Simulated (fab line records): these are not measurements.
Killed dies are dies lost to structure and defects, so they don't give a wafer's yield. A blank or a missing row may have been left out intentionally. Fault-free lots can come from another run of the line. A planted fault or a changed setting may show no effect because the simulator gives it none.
fab line records :: flow sky130 :: part 2 of 2: steps 34 to 41 of 41
record:
  lots: 5
  wafers: 15
  last-day: 49
route steps=708 shown VIA2@530 METAL3@532 CAPM@537
lots with no fault: from the same line, run without faults
start-h: the number of hours between the record's first day and the start of the first shown wafer of the lot :: wait-h: hours since the lot's step before :: " repeats the value in the row above :: L1.1+2: a row that stands for several wafers :: - value missing, or start not given :: * or withheld: withheld :: < > ~ a bound
route shown NAME@n: a module of which the file shows steps, and the number in the route of the first :: usual: average and standard deviation across the fault-free wafers :: same: alike in all rows :: chamber/n: place in a boat :: sites: readings site by site :: _std_site: the standard deviation of these :: _edge_site: the outer-site mean with the inner-site mean subtracted :: radius-mm: for every site, how far away it sits from the centre of the wafer :: mask NAME#n: copy n :: behind: the most recent tool/chamber to have shaped the wafer :: hold: why the lot went on hold/how many hours it stayed there/how the hold came to an end :: device: whichever transistor did not switch (one of n, p or np) :: end of line: tests of these same wafers at the route's end :: a step with no rows: only its recipe :: killed: count of dies lost to structure and defects at first sort (not the wafer's yield) :: map: shows each die of a wafer: x if killed, . if not, _ if none is there
set.NAME: setting as actually run; set.NAME@STEP: the setting as run at that earlier step :: model.NAME: the simulator's own value behind a step, which no gauge read
a table for each step, a row for each wafer; lots at some steps of the route
services: when a tool's chamber went out of use (start-h, in hours from the record's first day, below 0 if earlier), for how many hours, and the reason
== steps ==
step: SKY_METAL3_CD_MEAS_13
recipe:
  target-cd-nm: 300
usual:
  cd-nm: 299.7/1.1
lot.wafer: L080.2
tool: cd-sem-01
chamber: -
start-h: 951.54
wait-h: -
cd-nm: 299.2

lot.wafer: L080.3
tool: cd-sem-01
chamber: -
start-h: 951.54
wait-h: -
cd-nm: 300.2

lot.wafer: L080.6
tool: cd-sem-01
chamber: -
start-h: 951.54
wait-h: -
cd-nm: 300.5

lot.wafer: L084.2
tool: cd-sem-02
chamber: -
start-h: 980.54
wait-h: -
cd-nm: 300.7

lot.wafer: L084.3
tool: cd-sem-02
chamber: -
start-h: 980.54
wait-h: -
cd-nm: 299.7

lot.wafer: L084.5
tool: cd-sem-02
chamber: -
start-h: 980.54
wait-h: -
cd-nm: 299.6

lot.wafer: L090.1
tool: cd-sem-02
chamber: -
start-h: 1014.27
wait-h: -
cd-nm: 299.7

lot.wafer: L090.3
tool: cd-sem-02
chamber: -
start-h: 1014.27
wait-h: -
cd-nm: 299.5

lot.wafer: L090.6
tool: cd-sem-02
chamber: -
start-h: 1014.27
wait-h: -
cd-nm: 299.5

lot.wafer: L093.1
tool: cd-sem-01
chamber: -
start-h: 1032.80
wait-h: -
cd-nm: 298.4

lot.wafer: L093.5
tool: cd-sem-01
chamber: -
start-h: 1032.80
wait-h: -
cd-nm: 298.8

lot.wafer: L093.6
tool: cd-sem-01
chamber: -
start-h: 1032.80
wait-h: -
cd-nm: 298.4

lot.wafer: L094.1
tool: cd-sem-02
chamber: -
start-h: 1039.97
wait-h: -
cd-nm: 299.5

lot.wafer: L094.3
tool: cd-sem-02
chamber: -
start-h: 1039.97
wait-h: -
cd-nm: 298.5

lot.wafer: L094.4
tool: cd-sem-02
chamber: -
start-h: 1039.97
wait-h: -
cd-nm: 298.4
step: SKY_METAL3_OVL_MEAS_14
usual:
  METAL3_OVL: -1/4.8
lot.wafer: L080.2
tool: overlay-02
chamber: -
start-h: 951.64
wait-h: 0.1
METAL3_OVL[nm]: 2

lot.wafer: L080.3
tool: overlay-02
chamber: -
start-h: 951.64
wait-h: 0.1
METAL3_OVL[nm]: -3

lot.wafer: L080.6
tool: overlay-02
chamber: -
start-h: 951.64
wait-h: 0.1
METAL3_OVL[nm]: 10

lot.wafer: L084.2
tool: overlay-01
chamber: -
start-h: 980.64
wait-h: 0.1
METAL3_OVL[nm]: 8

lot.wafer: L084.3
tool: overlay-01
chamber: -
start-h: 980.64
wait-h: 0.1
METAL3_OVL[nm]: 3

lot.wafer: L084.5
tool: overlay-01
chamber: -
start-h: 980.64
wait-h: 0.1
METAL3_OVL[nm]: -8

lot.wafer: L090.1
tool: overlay-02
chamber: -
start-h: 1014.39
wait-h: 0.1
METAL3_OVL[nm]: -8

lot.wafer: L090.3
tool: overlay-02
chamber: -
start-h: 1014.39
wait-h: 0.1
METAL3_OVL[nm]: -11

lot.wafer: L090.6
tool: overlay-02
chamber: -
start-h: 1014.39
wait-h: 0.1
METAL3_OVL[nm]: -7

lot.wafer: L093.1
tool: overlay-02
chamber: -
start-h: 1032.92
wait-h: 0.1
METAL3_OVL[nm]: -1

lot.wafer: L093.5
tool: overlay-02
chamber: -
start-h: 1032.92
wait-h: 0.1
METAL3_OVL[nm]: 8

lot.wafer: L093.6
tool: overlay-02
chamber: -
start-h: 1032.92
wait-h: 0.1
METAL3_OVL[nm]: 0

lot.wafer: L094.1
tool: overlay-01
chamber: -
start-h: 1040.09
wait-h: 0.1
METAL3_OVL[nm]: 3

lot.wafer: L094.3
tool: overlay-01
chamber: -
start-h: 1040.09
wait-h: 0.1
METAL3_OVL[nm]: 2

lot.wafer: L094.4
tool: overlay-01
chamber: -
start-h: 1040.09
wait-h: 0.1
METAL3_OVL[nm]: 2
step: SKY_METAL3_DESCUM_15
recipe:
  chemistry: O2
  source-power-w: 150
  bias-power-w: 0
  pressure-mtorr: 10
  temp-c: 40
  time-s: 8
usual:
  drypump-motor-current-A: 5.8/0.48
  oes-product-au: 0.998/0.0079
lot.wafer: L080.2
tool: rie-metal-02
chamber: 1
start-h: 951.67
wait-h: 0.0
drypump-motor-current-A: 6.6
oes-product-au: 0.997
rf-hours-counter-h: 5

lot.wafer: L080.3
tool: rie-metal-02
chamber: 0
start-h: 951.67
wait-h: 0.0
drypump-motor-current-A: 5.2
oes-product-au: 0.994
rf-hours-counter-h: -

lot.wafer: L080.6
tool: rie-metal-02
chamber: 1
start-h: 951.67
wait-h: 0.0
drypump-motor-current-A: 6.5
oes-product-au: 1.002
rf-hours-counter-h: -

lot.wafer: L084.2
tool: rie-metal-01
chamber: 1
start-h: 980.67
wait-h: 0.0
drypump-motor-current-A: 6.1
oes-product-au: 0.985
rf-hours-counter-h: 16

lot.wafer: L084.3
tool: rie-metal-01
chamber: 0
start-h: 980.67
wait-h: 0.0
drypump-motor-current-A: 5.9
oes-product-au: 0.996
rf-hours-counter-h: -

lot.wafer: L084.5
tool: rie-metal-01
chamber: 0
start-h: 980.67
wait-h: 0.0
drypump-motor-current-A: 5.9
oes-product-au: 0.998
rf-hours-counter-h: -

lot.wafer: L090.1
tool: rie-metal-01
chamber: 1
start-h: 1014.42
wait-h: 0.0
drypump-motor-current-A: 6.1
oes-product-au: 0.992
rf-hours-counter-h: 19

lot.wafer: L090.3
tool: rie-metal-01
chamber: 1
start-h: 1014.42
wait-h: 0.0
drypump-motor-current-A: 6.1
oes-product-au: 0.997
rf-hours-counter-h: -

lot.wafer: L090.6
tool: rie-metal-01
chamber: 1
start-h: 1014.42
wait-h: 0.0
drypump-motor-current-A: 6.1
oes-product-au: 0.989
rf-hours-counter-h: -

lot.wafer: L093.1
tool: rie-metal-01
chamber: 0
start-h: 1032.96
wait-h: 0.0
drypump-motor-current-A: 5.9
oes-product-au: 0.989
rf-hours-counter-h: 16

lot.wafer: L093.5
tool: rie-metal-01
chamber: 1
start-h: 1032.96
wait-h: 0.0
drypump-motor-current-A: 6.1
oes-product-au: 0.989
rf-hours-counter-h: -

lot.wafer: L093.6
tool: rie-metal-01
chamber: 0
start-h: 1032.96
wait-h: 0.0
drypump-motor-current-A: 5.9
oes-product-au: 0.998
rf-hours-counter-h: -

lot.wafer: L094.1
tool: rie-metal-01
chamber: 0
start-h: 1040.12
wait-h: 0.0
drypump-motor-current-A: 5.9
oes-product-au: 0.993
rf-hours-counter-h: 16

lot.wafer: L094.3
tool: rie-metal-01
chamber: 1
start-h: 1040.12
wait-h: 0.0
drypump-motor-current-A: 6.1
oes-product-au: 0.995
rf-hours-counter-h: -

lot.wafer: L094.4
tool: rie-metal-01
chamber: 0
start-h: 1040.12
wait-h: 0.0
drypump-motor-current-A: 5.9
oes-product-au: 1.005
rf-hours-counter-h: -
step: SKY_METAL3_ETCH_16
recipe:
  chemistry: N2/H2
  target: BARC
  ion-energy-ev: 200
  bias-w: 100
  pressure-mtorr: 30
  n2-flow-sccm: 100
  h2-flow-sccm: 200
  icp-w: 500
  stop-on: SiO2
  time-s: 88.2
  target-depth-a: 600
usual:
  drypump-motor-current-A: 5.8/0.48
  oes-product-au: 0.626/0.0046
  throttle-valve-pct: 13.206/0.0093
lot.wafer: L080.2
tool: rie-metal-02
chamber: 1
start-h: 951.70
wait-h: 0.0
drypump-motor-current-A: 6.5
oes-product-au: 0.631
rf-hours-counter-h: 5
throttle-valve-pct: 13.193

lot.wafer: L080.3
tool: rie-metal-02
chamber: 0
start-h: 951.70
wait-h: 0.0
drypump-motor-current-A: 5.2
oes-product-au: 0.626
rf-hours-counter-h: -
throttle-valve-pct: 13.199

lot.wafer: L080.6
tool: rie-metal-02
chamber: 1
start-h: 951.70
wait-h: 0.0
drypump-motor-current-A: 6.6
oes-product-au: 0.622
rf-hours-counter-h: -
throttle-valve-pct: 13.221

lot.wafer: L084.2
tool: rie-metal-01
chamber: 1
start-h: 980.70
wait-h: 0.0
drypump-motor-current-A: 6.2
oes-product-au: 0.624
rf-hours-counter-h: 16
throttle-valve-pct: 13.219

lot.wafer: L084.3
tool: rie-metal-01
chamber: 0
start-h: 980.70
wait-h: 0.0
drypump-motor-current-A: 5.9
oes-product-au: 0.625
rf-hours-counter-h: -
throttle-valve-pct: 13.205

lot.wafer: L084.5
tool: rie-metal-01
chamber: 0
start-h: 980.70
wait-h: 0.0
drypump-motor-current-A: 5.9
oes-product-au: 0.634
rf-hours-counter-h: -
throttle-valve-pct: 13.211

lot.wafer: L090.1
tool: rie-metal-01
chamber: 1
start-h: 1014.46
wait-h: 0.0
drypump-motor-current-A: 6.1
oes-product-au: 0.628
rf-hours-counter-h: 19
throttle-valve-pct: 13.197

lot.wafer: L090.3
tool: rie-metal-01
chamber: 1
start-h: 1014.46
wait-h: 0.0
drypump-motor-current-A: 6.1
oes-product-au: 0.633
rf-hours-counter-h: -
throttle-valve-pct: 13.200

lot.wafer: L090.6
tool: rie-metal-01
chamber: 1
start-h: 1014.46
wait-h: 0.0
drypump-motor-current-A: 6.1
oes-product-au: 0.622
rf-hours-counter-h: -
throttle-valve-pct: 13.198

lot.wafer: L093.1
tool: rie-metal-01
chamber: 0
start-h: 1032.99
wait-h: 0.0
drypump-motor-current-A: 5.9
oes-product-au: 0.630
rf-hours-counter-h: 16
throttle-valve-pct: 13.203

lot.wafer: L093.5
tool: rie-metal-01
chamber: 1
start-h: 1032.99
wait-h: 0.0
drypump-motor-current-A: 6.2
oes-product-au: 0.629
rf-hours-counter-h: -
throttle-valve-pct: 13.196

lot.wafer: L093.6
tool: rie-metal-01
chamber: 0
start-h: 1032.99
wait-h: 0.0
drypump-motor-current-A: 5.9
oes-product-au: 0.627
rf-hours-counter-h: -
throttle-valve-pct: 13.218

lot.wafer: L094.1
tool: rie-metal-01
chamber: 0
start-h: 1040.15
wait-h: 0.0
drypump-motor-current-A: 5.9
oes-product-au: 0.626
rf-hours-counter-h: 16
throttle-valve-pct: 13.209

lot.wafer: L094.3
tool: rie-metal-01
chamber: 1
start-h: 1040.15
wait-h: 0.0
drypump-motor-current-A: 6.1
oes-product-au: 0.629
rf-hours-counter-h: -
throttle-valve-pct: 13.224

lot.wafer: L094.4
tool: rie-metal-01
chamber: 0
start-h: 1040.15
wait-h: 0.0
drypump-motor-current-A: 5.9
oes-product-au: 0.624
rf-hours-counter-h: -
throttle-valve-pct: 13.204
step: SKY_METAL3_ETCH_17
recipe:
  target: SiO2
  stop-on: TiN
  chemistry: C4F8/O2/Ar
  source-w: 1500
  bias-w: 1200
  pressure-mtorr: 40
  c4f8-flow-sccm: withheld
  O2_flow_sccm: 6
  Ar_flow_sccm: 300
  time-s: 3.9
  target-depth-a: 150
usual:
  oes-product-au: 0.751/0.0073
lot.wafer: L080.2
tool: rie-diel-01
chamber: 1
start-h: 951.80
wait-h: 0.1
oes-product-au: 0.743

lot.wafer: L080.3
tool: rie-diel-01
chamber: 3
start-h: 951.80
wait-h: 0.1
oes-product-au: 0.755

lot.wafer: L080.6
tool: rie-diel-01
chamber: 1
start-h: 951.80
wait-h: 0.1
oes-product-au: 0.764

lot.wafer: L084.2
tool: rie-diel-03
chamber: 1
start-h: 980.80
wait-h: 0.1
oes-product-au: 0.745

lot.wafer: L084.3
tool: rie-diel-03
chamber: 3
start-h: 980.80
wait-h: 0.1
oes-product-au: 0.764

lot.wafer: L084.5
tool: rie-diel-03
chamber: 0
start-h: 980.80
wait-h: 0.1
oes-product-au: 0.762

lot.wafer: L090.1
tool: rie-diel-01
chamber: 1
start-h: 1014.60
wait-h: 0.1
oes-product-au: 0.739

lot.wafer: L090.3
tool: rie-diel-01
chamber: 2
start-h: 1014.60
wait-h: 0.1
oes-product-au: 0.747

lot.wafer: L090.6
tool: rie-diel-01
chamber: 1
start-h: 1014.60
wait-h: 0.1
oes-product-au: 0.755

lot.wafer: L093.1
tool: rie-diel-01
chamber: 0
start-h: 1033.09
wait-h: 0.1
oes-product-au: 0.738

lot.wafer: L093.5
tool: rie-diel-01
chamber: 1
start-h: 1033.09
wait-h: 0.1
oes-product-au: 0.740

lot.wafer: L093.6
tool: rie-diel-01
chamber: 2
start-h: 1033.09
wait-h: 0.1
oes-product-au: 0.745

lot.wafer: L094.1
tool: rie-diel-04
chamber: 1
start-h: 1040.25
wait-h: 0.1
oes-product-au: 0.757

lot.wafer: L094.3
tool: rie-diel-04
chamber: 2
start-h: 1040.25
wait-h: 0.1
oes-product-au: 0.751

lot.wafer: L094.4
tool: rie-diel-04
chamber: 0
start-h: 1040.25
wait-h: 0.1
oes-product-au: 0.765
step: SKY_METAL3_METAL_ETCH_18
recipe:
  target-depth-a: 8450
  stop-on: SiO2
  over-etch-frac: 0.3
  time-s: 183.1
  chemistry: Cl2/BCl3
  resist-sidewall-deg: 88
  pressure-mtorr: 10
  icp-w: 900
  bias-w: 48.5
  Cl2_flow_sccm: 60
  bcl3-flow-sccm: 30
usual:
  drypump-motor-current-A: 5.7/0.52
  oes-product-au: 0.866/0.0061
  throttle-valve-pct: 22.265/0.0078
lot.wafer: L080.2
tool: rie-metal-01
chamber: 0
start-h: 951.82
wait-h: 0.0
drypump-motor-current-A: 5.9
oes-product-au: 0.864
rf-hours-counter-h: 11
throttle-valve-pct: 22.269

lot.wafer: L080.3
tool: rie-metal-01
chamber: 0
start-h: 951.82
wait-h: 0.0
drypump-motor-current-A: 6.0
oes-product-au: 0.873
rf-hours-counter-h: -
throttle-valve-pct: 22.271

lot.wafer: L080.6
tool: rie-metal-01
chamber: 1
start-h: 951.82
wait-h: 0.0
drypump-motor-current-A: 6.1
oes-product-au: 0.884
rf-hours-counter-h: -
throttle-valve-pct: 22.256

lot.wafer: L084.2
tool: rie-metal-04
chamber: 0
start-h: 980.88
wait-h: 0.1
drypump-motor-current-A: 5.6
oes-product-au: 0.866
rf-hours-counter-h: -
throttle-valve-pct: 22.269

lot.wafer: L084.3
tool: rie-metal-04
chamber: 0
start-h: 980.88
wait-h: 0.1
drypump-motor-current-A: 5.6
oes-product-au: 0.867
rf-hours-counter-h: -
throttle-valve-pct: 22.264

lot.wafer: L084.5
tool: rie-metal-04
chamber: 0
start-h: 980.88
wait-h: 0.1
drypump-motor-current-A: 5.6
oes-product-au: 0.864
rf-hours-counter-h: -
throttle-valve-pct: 22.269

lot.wafer: L090.1
tool: rie-metal-02
chamber: 1
start-h: 1014.61
wait-h: 0.0
drypump-motor-current-A: 6.5
oes-product-au: 0.861
rf-hours-counter-h: 8
throttle-valve-pct: 22.261

lot.wafer: L090.3
tool: rie-metal-02
chamber: 1
start-h: 1014.61
wait-h: 0.0
drypump-motor-current-A: 6.5
oes-product-au: 0.872
rf-hours-counter-h: -
throttle-valve-pct: 22.262

lot.wafer: L090.6
tool: rie-metal-02
chamber: 1
start-h: 1014.61
wait-h: 0.0
drypump-motor-current-A: 6.6
oes-product-au: 0.867
rf-hours-counter-h: -
throttle-valve-pct: 22.269

lot.wafer: L093.1
tool: rie-metal-02
chamber: 0
start-h: 1033.11
wait-h: 0.0
drypump-motor-current-A: 5.2
oes-product-au: 0.868
rf-hours-counter-h: 6
throttle-valve-pct: 22.247

lot.wafer: L093.5
tool: rie-metal-02
chamber: 1
start-h: 1033.11
wait-h: 0.0
drypump-motor-current-A: 6.6
oes-product-au: 0.857
rf-hours-counter-h: -
throttle-valve-pct: 22.267

lot.wafer: L093.6
tool: rie-metal-02
chamber: 0
start-h: 1033.11
wait-h: 0.0
drypump-motor-current-A: 5.2
oes-product-au: 0.862
rf-hours-counter-h: -
throttle-valve-pct: 22.260

lot.wafer: L094.1
tool: rie-metal-02
chamber: 0
start-h: 1040.27
wait-h: 0.0
drypump-motor-current-A: 5.2
oes-product-au: 0.868
rf-hours-counter-h: 7
throttle-valve-pct: 22.272

lot.wafer: L094.3
tool: rie-metal-02
chamber: 1
start-h: 1040.27
wait-h: 0.0
drypump-motor-current-A: 6.5
oes-product-au: 0.870
rf-hours-counter-h: -
throttle-valve-pct: 22.256

lot.wafer: L094.4
tool: rie-metal-02
chamber: 0
start-h: 1040.27
wait-h: 0.0
drypump-motor-current-A: 5.2
oes-product-au: 0.863
rf-hours-counter-h: -
throttle-valve-pct: 22.247
step: SKY_METAL3_STRIP_19
recipe:
  chemistry: O2/N2
  power-w: 1400
  pressure-mtorr: 1500
  platen-temp-c: withheld
  o2-flow-sccm: 3000
  n2-flow-sccm: 300
  overash-fraction: 0.5
usual:
  drypump-motor-current-A: 5.7/0.36
  oes-product-au: 0.502/0.0058
  strip-time-to-endpoint-s: 6.52/0.071
lot.wafer: L080.2
tool: plasma-asher-02
chamber: 0
start-h: 952.00
wait-h: 0.1
drypump-motor-current-A: 6.4
oes-product-au: 0.503
rf-hours-counter-h: 53
strip-time-to-endpoint-s: 6.49

lot.wafer: L080.3
tool: plasma-asher-02
chamber: 1
start-h: 952.00
wait-h: 0.1
drypump-motor-current-A: 5.2
oes-product-au: 0.503
rf-hours-counter-h: -
strip-time-to-endpoint-s: 6.48

lot.wafer: L080.6
tool: plasma-asher-02
chamber: 1
start-h: 952.00
wait-h: 0.1
drypump-motor-current-A: 5.2
oes-product-au: 0.492
rf-hours-counter-h: -
strip-time-to-endpoint-s: 6.57

lot.wafer: L084.2
tool: plasma-asher-03
chamber: 0
start-h: 981.18
wait-h: 0.2
drypump-motor-current-A: 6.0
oes-product-au: 0.496
rf-hours-counter-h: 112
strip-time-to-endpoint-s: 6.57

lot.wafer: L084.3
tool: plasma-asher-03
chamber: 1
start-h: 981.18
wait-h: 0.2
drypump-motor-current-A: 5.7
oes-product-au: 0.512
rf-hours-counter-h: -
strip-time-to-endpoint-s: 6.59

lot.wafer: L084.5
tool: plasma-asher-03
chamber: 0
start-h: 981.18
wait-h: 0.2
drypump-motor-current-A: 6.0
oes-product-au: 0.515
rf-hours-counter-h: -
strip-time-to-endpoint-s: 6.59

lot.wafer: L090.1
tool: plasma-asher-03
chamber: 1
start-h: 1014.79
wait-h: 0.1
drypump-motor-current-A: 5.7
oes-product-au: 0.501
rf-hours-counter-h: 115
strip-time-to-endpoint-s: 6.44

lot.wafer: L090.3
tool: plasma-asher-03
chamber: 0
start-h: 1014.79
wait-h: 0.1
drypump-motor-current-A: 6.0
oes-product-au: 0.508
rf-hours-counter-h: -
strip-time-to-endpoint-s: 6.45

lot.wafer: L090.6
tool: plasma-asher-03
chamber: 0
start-h: 1014.79
wait-h: 0.1
drypump-motor-current-A: 6.0
oes-product-au: 0.499
rf-hours-counter-h: -
strip-time-to-endpoint-s: 6.44

lot.wafer: L093.1
tool: plasma-asher-03
chamber: 0
start-h: 1033.29
wait-h: 0.1
drypump-motor-current-A: 6.0
oes-product-au: 0.508
rf-hours-counter-h: 117
strip-time-to-endpoint-s: 6.55

lot.wafer: L093.5
tool: plasma-asher-03
chamber: 1
start-h: 1033.29
wait-h: 0.1
drypump-motor-current-A: 5.7
oes-product-au: 0.504
rf-hours-counter-h: -
strip-time-to-endpoint-s: 6.54

lot.wafer: L093.6
tool: plasma-asher-03
chamber: 0
start-h: 1033.29
wait-h: 0.1
drypump-motor-current-A: 6.0
oes-product-au: 0.502
rf-hours-counter-h: -
strip-time-to-endpoint-s: 6.52

lot.wafer: L094.1
tool: plasma-asher-02
chamber: 0
start-h: 1040.45
wait-h: 0.1
drypump-motor-current-A: 6.4
oes-product-au: 0.496
rf-hours-counter-h: 62
strip-time-to-endpoint-s: 6.37

lot.wafer: L094.3
tool: plasma-asher-02
chamber: 0
start-h: 1040.45
wait-h: 0.1
drypump-motor-current-A: 6.4
oes-product-au: 0.501
rf-hours-counter-h: -
strip-time-to-endpoint-s: 6.36

lot.wafer: L094.4
tool: plasma-asher-02
chamber: 1
start-h: 1040.45
wait-h: 0.1
drypump-motor-current-A: 5.2
oes-product-au: 0.499
rf-hours-counter-h: -
strip-time-to-endpoint-s: 6.45
step: SKY_METAL3_STRIP_20
recipe:
  chemistry: post-etch-residue-remover
  time-s: 1200
  temp-c: 72.5
lot.wafer: L080.2+3+6
tool: wet-bench-04
chamber: 0
start-h: 952.10
wait-h: 0.1

lot.wafer: L084.2+3+5
tool: wet-bench-02
chamber: 1
start-h: 981.28
wait-h: 0.1

lot.wafer: L090.1+3+6
tool: wet-bench-04
chamber: 0
start-h: 1014.89
wait-h: 0.1

lot.wafer: L093.1+5+6
tool: wet-bench-04
chamber: 1
start-h: 1033.39
wait-h: 0.1

lot.wafer: L094.1+3+4
tool: wet-bench-02
chamber: 2
start-h: 1040.55
wait-h: 0.1
== services ==
tool: pecvd-04
chamber: -
start-h: 880.27
hours: 1.0
kind: repair

tool: pvd-sputter-03
chamber: -
start-h: 882.81
hours: 15.7
kind: repair

tool: plasma-asher-02
chamber: -
start-h: 883.86
hours: 8.6
kind: repair

tool: plasma-asher-02
chamber: -
start-h: 884.26
hours: 3.9
kind: repair

tool: pvd-sputter-03
chamber: -
start-h: 884.85
hours: 2.9
kind: repair

tool: pecvd-04
chamber: -
start-h: 885.27
hours: 6.0
kind: pm

tool: iline-stepper-02
chamber: -
start-h: 890.86
hours: 2.1
kind: pm

tool: plasma-asher-03
chamber: -
start-h: 895.18
hours: 1.1
kind: repair

tool: cmp-02
chamber: -
start-h: 907.98
hours: 4.4
kind: repair

tool: cmp-02
chamber: -
start-h: 912.37
hours: 4.0
kind: pm

tool: krf-scanner-01
chamber: -
start-h: 916.53
hours: 0.8
kind: pm

tool: cmp-02
chamber: -
start-h: 921.19
hours: 4.5
kind: pm

tool: krf-scanner-01
chamber: -
start-h: 924.92
hours: 4.0
kind: pm

tool: iline-stepper-02
chamber: -
start-h: 928.48
hours: 1.7
kind: pm

tool: rie-metal-02
chamber: -
start-h: 939.08
hours: 1.9
kind: repair

tool: krf-scanner-01
chamber: -
start-h: 956.81
hours: 0.2
kind: repair

tool: wet-bench-04
chamber: -
start-h: 957.34
hours: 3.0
kind: repair

tool: pvd-sputter-03
chamber: -
start-h: 958.76
hours: 12.5
kind: repair

tool: cmp-02
chamber: -
start-h: 970.90
hours: 11.5
kind: pm

tool: krf-scanner-01
chamber: -
start-h: 1000.99
hours: 1.3
kind: pm

tool: krf-scanner-01
chamber: -
start-h: 1005.66
hours: 1.0
kind: pm

tool: cmp-02
chamber: -
start-h: 1009.17
hours: 2.3
kind: repair

tool: cmp-02
chamber: -
start-h: 1026.43
hours: 2.1
kind: repair

tool: rie-metal-02
chamber: -
start-h: 1035.55
hours: 1.0
kind: repair
